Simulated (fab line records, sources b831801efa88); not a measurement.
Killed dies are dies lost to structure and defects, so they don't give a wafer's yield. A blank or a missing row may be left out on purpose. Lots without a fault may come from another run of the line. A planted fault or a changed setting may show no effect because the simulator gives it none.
Which tool did it? | flow sky130 | 11 lots, 33 wafers sampled, at 5 steps of a route of 708

WHAT THE GAUGES READ, wafer by wafer
SKY_RES_PROTECT_TW_MEAS_08. Usual: POLY_GATE_TW 4043, standard deviation 29.
lot  | measured     | on            | POLY_GATE_TW   | flag
L507 | day 15 08:12 | film_metro-04 | 4019 4045 4044 |
L512 | day 17 06:36 | film_metro-03 | 4021 4046 4042 |
L515 | day 18 01:25 | film_metro-03 | 3971 3998 3999 |
L518 | day 19 08:36 | film_metro-03 | 30 30 30       | OFF
L523 | day 21 03:21 | film_metro-04 | 4063 4090 4062 |
L524 | day 21 10:58 | film_metro-04 | 4074 4051 4060 |
L526 | day 22 02:59 | film_metro-03 | 3996 4016 4004 |
L527 | day 22 16:51 | film_metro-04 | 4036 4094 4063 |
L528 | day 22 14:04 | film_metro-04 | 4052 4088 4053 |
L529 | day 23 06:33 | film_metro-04 | 4072 4069 4054 |
L530 | day 23 12:46 | film_metro-01 | 4076 4051 4075 |

SKY_LDD_N_OVL_MEAS_07. Usual: LDD_N_OVL 0.4 nm, standard deviation 1.5.
lot  | measured     | on         | LDD_N_OVL (nm) | flag
L507 | day 17 20:37 | overlay-01 | 0.5 -0.3 1.5   |
L512 | day 20 01:56 | overlay-02 | 0.1 0.6 -0.5   |
L515 | day 20 20:05 | overlay-02 | 1.1 1.2 0.0    |
L518 | day 22 01:26 | overlay-01 | 0.9 -0.3 -0.4  |
L523 | day 23 19:20 | overlay-02 | -2.1 -1.0 -1.9 |
L524 | day 24 02:28 | overlay-01 | 1.6 2.0 4.0    |
L526 | day 24 18:08 | overlay-01 | 0.1 -1.3 -0.8  |
L527 | day 25 10:34 | overlay-02 | 0.9 0.4 -0.2   |
L528 | day 25 05:49 | overlay-01 | 4.3 2.5 1.9    |
L529 | day 25 22:20 | overlay-02 | -0.4 1.3 1.0   |
L530 | day 26 03:19 | overlay-02 | -0.9 -1.0 -1.5 |

WHICH TOOL RAN EACH LOT (tool, then ch and the chambers of the sampled wafers, then the start)
lot  | SKY_VT_ADJUST_NCORE_STRIP_10         | SKY_RES_PROTECT_EXPOSE_04           | SKY_POLY_GATE_ETCH_15
L507 | plasma_asher-04 ch 1, day 8 16:55    | iline_stepper-01 ch 0, day 14 18:26 | rie_diel-04 ch 1,2,3, day 16 13:24
L512 | plasma_asher-02 ch 0,1, day 10 05:55 | iline_stepper-02 ch 0, day 16 16:14 | rie_diel-02 ch 0,2,3, day 18 14:10
L515 | plasma_asher-02 ch 0,1, day 10 22:59 | iline_stepper-02 ch 0, day 17 10:29 | rie_diel-02 ch 0,1, day 19 12:07
L518 | plasma_asher-03 ch 0,1, day 11 20:01 | iline_stepper-02 ch 0, day 18 17:07 | rie_diel-01 ch 1,2,3, day 20 16:45
L523 | plasma_asher-04 ch 0,1, day 13 10:16 | iline_stepper-01 ch 0, day 20 12:28 | rie_diel-02 ch 0,3, day 22 11:40
L524 | plasma_asher-04 ch 0,1, day 13 15:06 | iline_stepper-02 ch 0, day 20 19:33 | rie_diel-01 ch 1,3, day 22 19:40
L526 | plasma_asher-03 ch 0,1, day 14 07:37 | iline_stepper-02 ch 0, day 21 11:38 | rie_diel-02 ch 0,2,3, day 23 10:52
L527 | plasma_asher-02 ch 0, day 14 08:13   | iline_stepper-01 ch 0, day 22 01:13 | rie_diel-01 ch 0,1, day 24 01:58
L528 | plasma_asher-04 ch 0,1, day 14 15:29 | iline_stepper-02 ch 0, day 21 22:44 | rie_diel-01 ch 1,2,3, day 23 22:03
L529 | plasma_asher-02 ch 0,1, day 15 05:49 | iline_stepper-01 ch 0, day 22 15:37 | rie_diel-04 ch 0,1,2, day 24 14:52
L530 | plasma_asher-04 ch 0,1, day 15 11:13 | iline_stepper-01 ch 0, day 22 21:11 | rie_diel-02 ch 0,1,3, day 24 20:49
- SKY_VT_ADJUST_NCORE_STRIP_10: strips in O2/N2.
- SKY_RES_PROTECT_EXPOSE_04: exposes mask RPM, target cd 1270 nm.
- SKY_POLY_GATE_ETCH_15: etches BARC in N2/H2, stops on SiO2, time 118.5 s, target depth 110 nm.

WHAT THE TOOLS THEMSELVES READ (means of the sampled wafers that have a number; where no wafer has one, the mark that the record gives instead)
SKY_VT_ADJUST_NCORE_STRIP_10. Usual: drypump_motor_current_A 6.0 A, standard deviation 0.43; oes_product_au 0.716 a.u., standard deviation 0.0049; strip_time_to_endpoint_s 14.19 s, standard deviation 0.037.
lot  | tool            | drypump_motor_current_A (A) | oes_product_au (a.u.) | strip_time_to_endpoint_s (s) | flag
L507 | plasma_asher-04 | 6.5                         | 0.717                 | 14.20                        |
L512 | plasma_asher-02 | 5.9                         | 0.715                 | 14.24                        |
L515 | plasma_asher-02 | 5.9                         | 0.717                 | 14.14                        |
L518 | plasma_asher-03 | 6.4                         | 0.710                 | 14.19                        |
L523 | plasma_asher-04 | 5.6                         | 0.719                 | 14.20                        |
L524 | plasma_asher-04 | 6.0                         | 0.717                 | 14.23                        |
L526 | plasma_asher-03 | 6.3                         | 0.710                 | 14.20                        |
L527 | plasma_asher-02 | 5.9                         | 0.712                 | 14.16                        |
L528 | plasma_asher-04 | 5.6                         | 0.720                 | 14.13                        |
L529 | plasma_asher-02 | 5.9                         | 0.714                 | 14.17                        |
L530 | plasma_asher-04 | 5.6                         | 0.721                 | 14.22                        |

SKY_RES_PROTECT_EXPOSE_04. Usual: exposure_dose_mJ_cm2 131.03, standard deviation 0.14.
lot  | tool             | exposure_dose_mJ_cm2 | flag
L507 | iline_stepper-01 | 131.01               |
L512 | iline_stepper-02 | 131.05               |
L515 | iline_stepper-02 | 130.90               |
L518 | iline_stepper-02 | 131.18               |
L523 | iline_stepper-01 | 131.14               |
L524 | iline_stepper-02 | 131.10               |
L526 | iline_stepper-02 | 130.90               |
L527 | iline_stepper-01 | 131.19               |
L528 | iline_stepper-02 | 131.11               |
L529 | iline_stepper-01 | 130.97               |
L530 | iline_stepper-01 | 131.09               |

SKY_POLY_GATE_ETCH_15. Usual: drypump_motor_current_A 5.7 A, standard deviation 0.47; h2_flow_sccm 200.0 sccm, standard deviation 0.58; oes_product_au 0.717 a.u., standard deviation 0.0044; throttle_valve_pct 13.213 %, standard deviation 0.01.
lot  | tool        | drypump_motor_current_A (A) | h2_flow_sccm (sccm) | oes_product_au (a.u.) | throttle_valve_pct (%) | flag
L507 | rie_diel-04 | 5.7                         | 200.5               | 0.719                 | 13.200                 |
L512 | rie_diel-02 | 5.5                         | 199.9               | 0.719                 | 13.208                 |
L515 | rie_diel-02 | 6.2                         | 199.8               | 0.719                 | 13.216                 |
L518 | rie_diel-01 | 5.7                         | 200.3               | 0.715                 | 13.226                 |
L523 | rie_diel-02 | 5.3                         | 199.6               | 0.713                 | 13.221                 |
L524 | rie_diel-01 | 5.6                         | 200.1               | 0.721                 | 13.211                 |
L526 | rie_diel-02 | 5.4                         | 199.6               | 0.718                 | 13.215                 |
L527 | rie_diel-01 | 6.1                         | 200.2               | 0.719                 | 13.209                 |
L528 | rie_diel-01 | 5.7                         | 200.4               | 0.718                 | 13.218                 |
L529 | rie_diel-04 | 5.8                         | 199.7               | 0.718                 | 13.221                 |
L530 | rie_diel-02 | 5.7                         | 200.0               | 0.717                 | 13.209                 |

THE ANSWER, worked out from the rows above alone
Rule: a lot is off if the mean of its wafers that have a number lies more than 3 standard deviations from the usual mean. A lot without any number at a reading at which 4 lots or more have one is off too. The other lots that the step has rows for count as sound. The gauges are gone through in route order, then the tools' own readings, and for those a lot's mean is taken as printed above. The first step at which some lot is off is used, and at that step the reading that is off furthest; a lot without a number counts as furthest.
Off: L518, at SKY_RES_PROTECT_TW_MEAS_08 (POLY_GATE_TW).
A tool fits if, at a process step before that reading, it ran every lot that is off, and no sound lot after the first of them. The gauges at SKY_RES_PROTECT_TW_MEAS_08 are tried like those tools. None of those tried fits.

WHAT THE SIMULATOR HAD PUT IN
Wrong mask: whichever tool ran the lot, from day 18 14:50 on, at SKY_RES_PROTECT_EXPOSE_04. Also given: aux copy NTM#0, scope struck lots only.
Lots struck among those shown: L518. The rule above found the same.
